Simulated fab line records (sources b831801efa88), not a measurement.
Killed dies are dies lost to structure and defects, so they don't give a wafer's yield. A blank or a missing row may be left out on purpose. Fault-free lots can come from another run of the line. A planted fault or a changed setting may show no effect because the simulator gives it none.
fab line records :: flow sky130 :: part 2 of 2: steps 46 to 46 of 46
record
  lots=5
  wafers=15
  lastDay=50
route steps=708 shown METAL3@563 VIA3@573 METAL4@598 CAP2M@603 VIA4@642 PAD_OPEN@707
lots untouched by any fault: they come from a run of this same line in which no faults occurred
startH: hours from the record's first day to the start of the lot's first wafer shown :: waitH: hours from the lot's prior step to this one :: " the same as in the row above :: L1.1+2: several wafers, shown together as one row :: - no value, or no start was given :: * or withheld: withheld :: < > ~ a bound
route shown NAME@n: a module of which the file shows steps, and the number in the route of the first :: usual: mean and standard deviation over wafers with no fault :: same: alike in all rows :: chamber/n: place in a boat :: sites: per-site readings :: _std_site: how widely they spread, as a standard deviation :: _edge_site: mean of outer sites minus mean of inner sites :: radiusMm: for every site, how far away it sits from the centre of the wafer :: mask NAME#n: copy n :: behind: the tool/chamber that last shaped the wafer :: hold: why the lot was held/for how many hours/how that ended :: device: whichever transistor did not switch (one of n, p or np) :: end of line: the same wafers' tests at the end of the route :: for a step that has no rows: nothing shown but its recipe :: killed: not the wafer's yield, but the dies lost to structure and defects at the first sort :: map: the dies of a wafer, with x for killed, . for not killed, _ for no die there
set.NAME: the setting that was run; set.NAME@STEP: the one run at that earlier step :: model.NAME: the simulator's own value behind a step, which no gauge read
lots seen at some steps along the route; tables by step, rows by wafer
services: when a tool's chamber went out of use (startH, in hours from the record's first day, below 0 if earlier), for how many hours, and the reason
## steps
# step SKY_PAD_OPEN_PROBE_99
# usual
  defectLimitedYield=82.5/1.9
  killed_at_M0_to_M3=43/6.8
  killed_at_M4_up=3.2/1.7
  killedAtContacts=24/5.7
  killedAtFrontEnd=16/4.3
  killedAtOther=0.3/0.56
  killedDies=86/9.5
  killedOpen=47/6.9
  killedShort=39/5.8
# same
  grossDies=492
  killedAtBackSide=0
lot.wafer: L238.2
tool: prober-02
chamber: -
startH: 1078.46
waitH: 0.1
defectLimitedYield[%]: 80.7
killed_at_M0_to_M3: 48
killed_at_M4_up: 4
killedAtContacts: 29
killedAtFrontEnd: 14
killedAtOther: 0
killedDies: 95
killedOpen: 48
killedShort: 47
model.etest.tester.sortNPass: 397
model.etest.tester.sortYieldPct: 80.69
model.etest.tester.sort_bin_5_pct: 10.98
model.etest.resNdiff.open: 0
model.etest.nfet_01v8_turned.open: 0
model.etest.pfetG5v0d10v5.open: 0
model.etest.fieldP.underFloor: 0
model.etest.nfet_01v8.open: 0

lot.wafer: L238.4
tool: prober-02
chamber: -
startH: 1078.56
waitH: 0.2
defectLimitedYield[%]: 78.5
killed_at_M0_to_M3: 54
killed_at_M4_up: 4
killedAtContacts: 29
killedAtFrontEnd: 19
killedAtOther: 0
killedDies: 106
killedOpen: 57
killedShort: 48
model.etest.tester.sortNPass: 386
model.etest.tester.sortYieldPct: 78.46
model.etest.tester.sort_bin_5_pct: 11.99
model.etest.resNdiff.open: 0
model.etest.nfet_01v8_turned.open: 0
model.etest.pfetG5v0d10v5.open: 0
model.etest.fieldP.underFloor: 0
model.etest.nfet_01v8.open: 0

lot.wafer: L238.6
tool: prober-02
chamber: -
startH: 1078.66
waitH: 0.2
defectLimitedYield[%]: 79.1
killed_at_M0_to_M3: 52
killed_at_M4_up: 5
killedAtContacts: 27
killedAtFrontEnd: 19
killedAtOther: 0
killedDies: 103
killedOpen: 66
killedShort: 37
model.etest.tester.sortNPass: 389
model.etest.tester.sortYieldPct: 79.06
model.etest.tester.sort_bin_5_pct: 12.4
model.etest.resNdiff.open: 0
model.etest.nfet_01v8_turned.open: 0
model.etest.pfetG5v0d10v5.open: 0
model.etest.fieldP.underFloor: 0
model.etest.nfet_01v8.open: 0

lot.wafer: L249.1
tool: prober-01
chamber: -
startH: 1142.63
waitH: 0.1
defectLimitedYield[%]: 80.9
killed_at_M0_to_M3: 60
killed_at_M4_up: 4
killedAtContacts: 19
killedAtFrontEnd: 11
killedAtOther: 0
killedDies: 94
killedOpen: 45
killedShort: 49
model.etest.tester.sortNPass: 0
model.etest.tester.sortYieldPct: 0
model.etest.tester.sort_bin_5_pct: 91.12
model.etest.resNdiff.open: 1
model.etest.nfet_01v8_turned.open: 1
model.etest.pfetG5v0d10v5.open: 1
model.etest.fieldP.underFloor: 1
model.etest.nfet_01v8.open: 1

lot.wafer: L249.5
tool: prober-01
chamber: -
startH: 1142.83
waitH: 0.2
defectLimitedYield[%]: 80.9
killed_at_M0_to_M3: 41
killed_at_M4_up: 4
killedAtContacts: 29
killedAtFrontEnd: 20
killedAtOther: 0
killedDies: 94
killedOpen: 49
killedShort: 44
model.etest.tester.sortNPass: 0
model.etest.tester.sortYieldPct: 0
model.etest.tester.sort_bin_5_pct: 90.97
model.etest.resNdiff.open: 1
model.etest.nfet_01v8_turned.open: 1
model.etest.pfetG5v0d10v5.open: 1
model.etest.fieldP.underFloor: 1
model.etest.nfet_01v8.open: 1

lot.wafer: L249.6
tool: prober-01
chamber: -
startH: 1142.88
waitH: 0.2
defectLimitedYield[%]: 83.9
killed_at_M0_to_M3: 35
killed_at_M4_up: 2
killedAtContacts: 32
killedAtFrontEnd: 10
killedAtOther: 0
killedDies: 79
killedOpen: 47
killedShort: 32
model.etest.tester.sortNPass: 413
model.etest.tester.sortYieldPct: 83.94
model.etest.tester.sort_bin_5_pct: 9.35
model.etest.resNdiff.open: 0
model.etest.nfet_01v8_turned.open: 0
model.etest.pfetG5v0d10v5.open: 0
model.etest.fieldP.underFloor: 0
model.etest.nfet_01v8.open: 0

lot.wafer: L256.2
tool: prober-02
chamber: -
startH: 1185.32
waitH: 0.1
defectLimitedYield[%]: 79.9
killed_at_M0_to_M3: 40
killed_at_M4_up: 3
killedAtContacts: 32
killedAtFrontEnd: 23
killedAtOther: 1
killedDies: 99
killedOpen: 56
killedShort: 42
model.etest.tester.sortNPass: 393
model.etest.tester.sortYieldPct: 79.88
model.etest.tester.sort_bin_5_pct: 11.79
model.etest.resNdiff.open: 0
model.etest.nfet_01v8_turned.open: 0
model.etest.pfetG5v0d10v5.open: 0
model.etest.fieldP.underFloor: 0
model.etest.nfet_01v8.open: 0

lot.wafer: L256.3
tool: prober-02
chamber: -
startH: 1185.37
waitH: 0.2
defectLimitedYield[%]: 81.3
killed_at_M0_to_M3: 45
killed_at_M4_up: 3
killedAtContacts: 25
killedAtFrontEnd: 19
killedAtOther: 0
killedDies: 92
killedOpen: 49
killedShort: 43
model.etest.tester.sortNPass: 400
model.etest.tester.sortYieldPct: 81.3
model.etest.tester.sort_bin_5_pct: 9.959
model.etest.resNdiff.open: 0
model.etest.nfet_01v8_turned.open: 0
model.etest.pfetG5v0d10v5.open: 0
model.etest.fieldP.underFloor: 0
model.etest.nfet_01v8.open: 0

lot.wafer: L256.6
tool: prober-02
chamber: -
startH: 1185.52
waitH: 0.2
defectLimitedYield[%]: 80.1
killed_at_M0_to_M3: 47
killed_at_M4_up: 5
killedAtContacts: 27
killedAtFrontEnd: 19
killedAtOther: 0
killedDies: 98
killedOpen: 54
killedShort: 44
model.etest.tester.sortNPass: 394
model.etest.tester.sortYieldPct: 80.08
model.etest.tester.sort_bin_5_pct: 13.62
model.etest.resNdiff.open: 0
model.etest.nfet_01v8_turned.open: 0
model.etest.pfetG5v0d10v5.open: 0
model.etest.fieldP.underFloor: 0
model.etest.nfet_01v8.open: 0

lot.wafer: L260.1
tool: prober-01
chamber: -
startH: 1194.86
waitH: 0.1
defectLimitedYield[%]: 83.1
killed_at_M0_to_M3: 35
killed_at_M4_up: 2
killedAtContacts: 20
killedAtFrontEnd: 26
killedAtOther: 0
killedDies: 83
killedOpen: 43
killedShort: 38
model.etest.tester.sortNPass: 409
model.etest.tester.sortYieldPct: 83.13
model.etest.tester.sort_bin_5_pct: 9.146
model.etest.resNdiff.open: 0
model.etest.nfet_01v8_turned.open: 0
model.etest.pfetG5v0d10v5.open: 0
model.etest.fieldP.underFloor: 0
model.etest.nfet_01v8.open: 0

lot.wafer: L260.4
tool: prober-01
chamber: -
startH: 1195.01
waitH: 0.2
defectLimitedYield[%]: 83.7
killed_at_M0_to_M3: 41
killed_at_M4_up: 2
killedAtContacts: 20
killedAtFrontEnd: 14
killedAtOther: 3
killedDies: 80
killedOpen: 42
killedShort: 36
model.etest.tester.sortNPass: 412
model.etest.tester.sortYieldPct: 83.74
model.etest.tester.sort_bin_5_pct: 9.35
model.etest.resNdiff.open: 0
model.etest.nfet_01v8_turned.open: 0
model.etest.pfetG5v0d10v5.open: 0
model.etest.fieldP.underFloor: 0
model.etest.nfet_01v8.open: 0

lot.wafer: L260.6
tool: prober-01
chamber: -
startH: 1195.11
waitH: 0.2
defectLimitedYield[%]: 83.3
killed_at_M0_to_M3: 46
killed_at_M4_up: 3
killedAtContacts: 17
killedAtFrontEnd: 15
killedAtOther: 1
killedDies: 82
killedOpen: 41
killedShort: 40
model.etest.tester.sortNPass: 410
model.etest.tester.sortYieldPct: 83.33
model.etest.tester.sort_bin_5_pct: 9.146
model.etest.resNdiff.open: 0
model.etest.nfet_01v8_turned.open: 0
model.etest.pfetG5v0d10v5.open: 0
model.etest.fieldP.underFloor: 0
model.etest.nfet_01v8.open: 0

lot.wafer: L261.4
tool: prober-01
chamber: -
startH: 1198.74
waitH: 0.2
defectLimitedYield[%]: 82.3
killed_at_M0_to_M3: 39
killed_at_M4_up: 2
killedAtContacts: 35
killedAtFrontEnd: 11
killedAtOther: 0
killedDies: 87
killedOpen: 52
killedShort: 35
model.etest.tester.sortNPass: 405
model.etest.tester.sortYieldPct: 82.32
model.etest.tester.sort_bin_5_pct: 8.943
model.etest.resNdiff.open: 0
model.etest.nfet_01v8_turned.open: 0
model.etest.pfetG5v0d10v5.open: 0
model.etest.fieldP.underFloor: 0
model.etest.nfet_01v8.open: 0

lot.wafer: L261.5
tool: prober-01
chamber: -
startH: 1198.79
waitH: 0.2
defectLimitedYield[%]: 81.7
killed_at_M0_to_M3: 42
killed_at_M4_up: 2
killedAtContacts: 31
killedAtFrontEnd: 15
killedAtOther: 0
killedDies: 90
killedOpen: 54
killedShort: 34
model.etest.tester.sortNPass: 402
model.etest.tester.sortYieldPct: 81.71
model.etest.tester.sort_bin_5_pct: 11.18
model.etest.resNdiff.open: 0
model.etest.nfet_01v8_turned.open: 0
model.etest.pfetG5v0d10v5.open: 0
model.etest.fieldP.underFloor: 0
model.etest.nfet_01v8.open: 0

lot.wafer: L261.6
tool: prober-01
chamber: -
startH: 1198.84
waitH: 0.2
defectLimitedYield[%]: 83.7
killed_at_M0_to_M3: 33
killed_at_M4_up: 5
killedAtContacts: 27
killedAtFrontEnd: 15
killedAtOther: 0
killedDies: 80
killedOpen: 45
killedShort: 32
model.etest.tester.sortNPass: 412
model.etest.tester.sortYieldPct: 83.74
model.etest.tester.sort_bin_5_pct: 10.16
model.etest.resNdiff.open: 0
model.etest.nfet_01v8_turned.open: 0
model.etest.pfetG5v0d10v5.open: 0
model.etest.fieldP.underFloor: 0
model.etest.nfet_01v8.open: 0
# killed by level:class
L238.2 CONTACT:geometricParticle:open=12 VIA1:geometricParticle:open=11 METAL1:geometricParticle:short=9 LI_CONTACT:geometricParticle:open=7 VIA3:geometricParticle:open=7 FIELD_ISO:geometricParticle:short=6 VIA2:geometricParticle:open=5 LOCAL_INTERCONNECT:geometricParticle:short=5
L238.4 CONTACT:geometricParticle:open=12 VIA1:geometricParticle:open=10 VIA2:geometricParticle:open=8 METAL2:geometricParticle:short=7 VIA3:geometricParticle:short=7 POLY_GATE:geometricParticle:short=6 METAL1:geometricParticle:short=6 VIA3:geometricParticle:open=6
L238.6 VIA1:geometricParticle:open=17 VIA3:geometricParticle:open=11 LI_CONTACT:geometricParticle:open=9 POLY_GATE:geometricParticle:open=8 CONTACT:geometricParticle:open=8 VIA2:geometricParticle:open=6 METAL4:geometricParticle:short=5 METAL2:geometricParticle:short=5
L249.1 VIA1:geometricParticle:open=11 METAL2:geometricParticle:short=8 VIA2:geometricParticle:open=8 VIA3:geometricParticle:short=6 CONTACT:geometricParticle:open=5 LI_CONTACT:geometricParticle:open=5 VIA3:geometricParticle:open=5 VIA2:geometricParticle:short=4
L249.5 CONTACT:geometricParticle:open=17 VIA1:geometricParticle:open=9 VIA1:geometricParticle:short=9 FIELD_ISO:geometricParticle:short=7 VIA2:geometricParticle:open=6 CONTACT:geometricParticle:short=4 METAL1:geometricParticle:short=4 VIA3:geometricParticle:open=4
L249.6 VIA1:geometricParticle:open=12 CONTACT:geometricParticle:open=11 LI_CONTACT:geometricParticle:open=8 LOCAL_INTERCONNECT:geometricParticle:short=6 VIA3:geometricParticle:open=5 CONTACT:geometricParticle:short=4 VIA1:geometricParticle:short=4 METAL2:geometricParticle:short=4
L256.2 CONTACT:geometricParticle:open=15 LI_CONTACT:geometricParticle:open=10 VIA1:geometricParticle:open=9 FIELD_ISO:geometricParticle:short=8 METAL1:geometricParticle:short=6 POLY_GATE:geometricParticle:open=5 FIELD_ISO:geometricParticle:open=4 VIA1:geometricParticle:short=4
L256.3 LI_CONTACT:geometricParticle:open=8 CONTACT:geometricParticle:open=8 VIA3:geometricParticle:open=8 POLY_GATE:geometricParticle:short=6 METAL2:geometricParticle:short=6 VIA1:geometricParticle:open=6 FIELD_ISO:geometricParticle:open=5 METAL1:geometricParticle:short=5
L256.6 VIA3:geometricParticle:open=14 CONTACT:geometricParticle:open=12 VIA2:geometricParticle:short=7 FIELD_ISO:geometricParticle:open=6 POLY_GATE:geometricParticle:short=6 LI_CONTACT:geometricParticle:open=5 LOCAL_INTERCONNECT:geometricParticle:short=5 METAL1:geometricParticle:short=5
L260.1 FIELD_ISO:geometricParticle:open=12 VIA1:geometricParticle:open=11 LI_CONTACT:geometricParticle:open=8 FIELD_ISO:geometricParticle:short=6 LOCAL_INTERCONNECT:geometricParticle:short=6 METAL1:geometricParticle:short=6 VIA3:geometricParticle:open=5 CONTACT:geometricParticle:short=4
L260.4 CONTACT:geometricParticle:open=9 VIA3:geometricParticle:open=7 VIA1:geometricParticle:open=7 METAL2:geometricParticle:short=7 LI_CONTACT:geometricParticle:open=5 LOCAL_INTERCONNECT:geometricParticle:short=5 VIA1:geometricParticle:short=5 METAL1:geometricParticle:short=4
L260.6 VIA1:geometricParticle:open=11 VIA2:geometricParticle:open=9 CONTACT:geometricParticle:open=8 FIELD_ISO:geometricParticle:short=7 VIA3:geometricParticle:open=7 METAL1:geometricParticle:short=6 CONTACT:geometricParticle:short=6 POLY_GATE:geometricParticle:short=4
L261.4 CONTACT:geometricParticle:open=14 CONTACT:geometricParticle:short=9 LI_CONTACT:geometricParticle:open=8 VIA3:geometricParticle:open=6 VIA1:geometricParticle:open=6 VIA2:geometricParticle:open=6 POLY_GATE:geometricParticle:open=4 METAL2:geometricParticle:short=4
L261.5 CONTACT:geometricParticle:open=11 VIA1:geometricParticle:open=10 VIA3:geometricParticle:open=9 LI_CONTACT:geometricParticle:open=7 CONTACT:geometricParticle:short=6 METAL2:geometricParticle:short=5 FIELD_ISO:geometricParticle:short=4 LOCAL_INTERCONNECT:geometricParticle:short=4
L261.6 CONTACT:geometricParticle:open=8 POLY_GATE:geometricParticle:open=7 VIA3:geometricParticle:open=6 CONTACT:geometricParticle:short=6 VIA2:geometricParticle:open=6 LI_CONTACT:geometricParticle:open=6 VIA1:geometricParticle:open=5 POLY_GATE:geometricParticle:short=4
## services
tool: cmp-02
chamber: -
startH: 899.44
hours: 6.2
kind: repair

tool: cvdW-02
chamber: -
startH: 904.00
hours: 14.0
kind: pm

tool: cmp-02
chamber: -
startH: 906.38
hours: 4.1
kind: repair

tool: cmp-01
chamber: -
startH: 912.06
hours: 4.0
kind: pm

tool: rieMetal-01
chamber: -
startH: 912.37
hours: 2.8
kind: pm

tool: rieDiel-02
chamber: 0
startH: 913.73
hours: 2.1
kind: repair

tool: rieMetal-01
chamber: -
startH: 920.22
hours: 0.5
kind: repair

tool: plasmaAsher-03
chamber: -
startH: 921.52
hours: 1.1
kind: repair

tool: cmp-02
chamber: -
startH: 933.24
hours: 1.0
kind: repair

tool: pvdSputter-03
chamber: -
startH: 940.61
hours: 5.2
kind: repair

tool: pvdSputter-03
chamber: -
startH: 944.92
hours: 1.8
kind: repair

tool: rieMetal-03
chamber: 1
startH: 948.72
hours: 16.2
kind: repair

tool: rieDiel-02
chamber: -
startH: 994.60
hours: 15.6
kind: pm

tool: cvdW-02
chamber: 0
startH: 1000.98
hours: 6.5
kind: repair

tool: rieDiel-02
chamber: 2
startH: 1014.01
hours: 16.6
kind: repair

tool: cvdW-02
chamber: -
startH: 1016.27
hours: 2.8
kind: pm

tool: cmp-02
chamber: -
startH: 1028.40
hours: 4.0
kind: pm

tool: cmp-01
chamber: -
startH: 1042.68
hours: 2.2
kind: pm

tool: cmp-02
chamber: -
startH: 1066.73
hours: 4.9
kind: pm

tool: cmp-01
chamber: -
startH: 1068.05
hours: 1.6
kind: repair

tool: cmp-02
chamber: -
startH: 1084.47
hours: 4.0
kind: pm

tool: cmp-02
chamber: -
startH: 1100.20
hours: 1.5
kind: repair

tool: cmp-02
chamber: -
startH: 1101.55
hours: 3.4
kind: repair

tool: rieMetal-03
chamber: 0
startH: 1122.85
hours: 12.5
kind: repair
## key
firstSign
  step=SKY_VIA3_BOW_MEAS_03
  reading=VIA3_BOW
  direction=up
  sigmas=2.7
  usual=79
  struck=99
effect
  step=SKY_VIA3_ETCH_15
  reading=oesProductAu
  direction=up
  sigmas=14
  usual=0.946
  struck=1.012
effect
  step=SKY_VIA4_BOW_MEAS_03
  reading=VIA4_BOW
  direction=up
  sigmas=3.4
  usual=78
  struck=104
effect
  step=SKY_PAD_OPEN_BOW_MEAS_13
  reading=PAD_OPEN_BOW
  direction=up
  sigmas=3.5
  usual=46
  struck=75
modelEffect
  step=SKY_VIA3_CMP_02
  value=SiO2_of_VIA3_HDPCVD_00.thkNm
  without=468.4
  struck=881.9
modelEffect
  step=SKY_VIA3_ETCH_15
  value=VIA3.featureDepthNm
  without=468.4
  struck=510
modelEffect
  step=SKY_METAL4_METAL_ETCH_18
  value=SiO2_of_VIA3_HDPCVD_00.thkNm
  without=438.5
  struck=852
modelEffect
  step=SKY_PAD_OPEN_PROBE_99
  value=etest.tester.sortNPass
  without=398
  struck=0
metAt SKY_VIA3_CMP_02
struckWafers L249.1,L249.5
fault
  kind=processParameterDrift
  tool=cmp-02
  chamber=-
  onsetH=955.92
  steps=SKY_VIA3_CMP_02
  channel=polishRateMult
  offset=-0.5
  shape=step
  endH=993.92
  scope=struckWafersOnly
